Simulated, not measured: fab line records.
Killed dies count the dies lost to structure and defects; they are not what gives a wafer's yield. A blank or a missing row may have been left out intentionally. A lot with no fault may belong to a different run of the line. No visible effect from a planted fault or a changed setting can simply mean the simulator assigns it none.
Chamber matching / flow sky130 / SKY_VIA2_ETCH_14 on rie_diel-02: 4 sister chambers
The step etches BARC in N2/H2, stops on SiO2, time 45.9 s, target depth 60 nm. 8 wafers are shown with their chamber, then 8 later ones without.

EACH WAFER AND ITS CHAMBER
wafer=L078.3; chamber=2; oes_product_au (a.u.)=0.857; throttle_valve_pct (%)=13.224
wafer=L084.4; chamber=1; oes_product_au (a.u.)=0.855; throttle_valve_pct (%)=13.226
wafer=L086.3; chamber=1; oes_product_au (a.u.)=0.856; throttle_valve_pct (%)=13.234
wafer=L086.6; chamber=0; oes_product_au (a.u.)=0.851; throttle_valve_pct (%)=13.226
wafer=L089.1; chamber=2; oes_product_au (a.u.)=0.849; throttle_valve_pct (%)=13.208
wafer=L089.4; chamber=3; oes_product_au (a.u.)=0.864; throttle_valve_pct (%)=13.239
wafer=L089.6; chamber=3; oes_product_au (a.u.)=0.854; throttle_valve_pct (%)=13.225
wafer=L090.1; chamber=0; oes_product_au (a.u.)=0.856; throttle_valve_pct (%)=13.240

WAFERS WITHOUT THEIR CHAMBER
wafer=L090.3; oes_product_au (a.u.)=0.851; throttle_valve_pct (%)=13.221
wafer=L090.6; oes_product_au (a.u.)=0.846; throttle_valve_pct (%)=13.213
wafer=L092.1; oes_product_au (a.u.)=0.855; throttle_valve_pct (%)=13.236
wafer=L092.2; oes_product_au (a.u.)=0.855; throttle_valve_pct (%)=13.234
wafer=L092.6; oes_product_au (a.u.)=0.854; throttle_valve_pct (%)=13.214
wafer=L095.1; oes_product_au (a.u.)=0.856; throttle_valve_pct (%)=13.230
wafer=L095.4; oes_product_au (a.u.)=0.859; throttle_valve_pct (%)=13.214
wafer=L095.5; oes_product_au (a.u.)=0.860; throttle_valve_pct (%)=13.208

EACH ONE'S CHAMBER
wafer=L090.3; from the rows above=can't be placed: 2 or 1 or 0 or 3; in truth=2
wafer=L090.6; from the rows above=can't be placed: 2 or 0 or 1 or 3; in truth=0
wafer=L092.1; from the rows above=can't be placed: 0 or 1 or 3 or 2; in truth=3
wafer=L092.2; from the rows above=can't be placed: 0 or 1 or 3 or 2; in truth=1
wafer=L092.6; from the rows above=can't be placed: 2 or 1 or 0 or 3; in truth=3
wafer=L095.1; from the rows above=can't be placed: 1 or 0 or 3 or 2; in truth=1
wafer=L095.4; from the rows above=can't be placed: 2 or 1 or 3 or 0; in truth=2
wafer=L095.5; from the rows above=can't be placed: 2 or 1 or 3 or 0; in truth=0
Correctly placed: 0 of 8. Not placeable from these rows: 8 (in 8, the candidates include the true chamber). Wrongly placed: 0.
How it was worked out, from the rows above alone: a wafer's distance from a chamber is the root of the sum, over the readings, of the square of ((its reading less the chamber's mean) divided by the reading's scatter). If the next closest chamber is less than 2 further off than the closest, the wafer can't be placed; otherwise it belongs to the closest. Each chamber's mean is taken over the wafers shown for it. The scatter: the root of (the sum of the squares of (reading less its chamber's mean) over the shown wafers, divided by (wafers less chambers)).
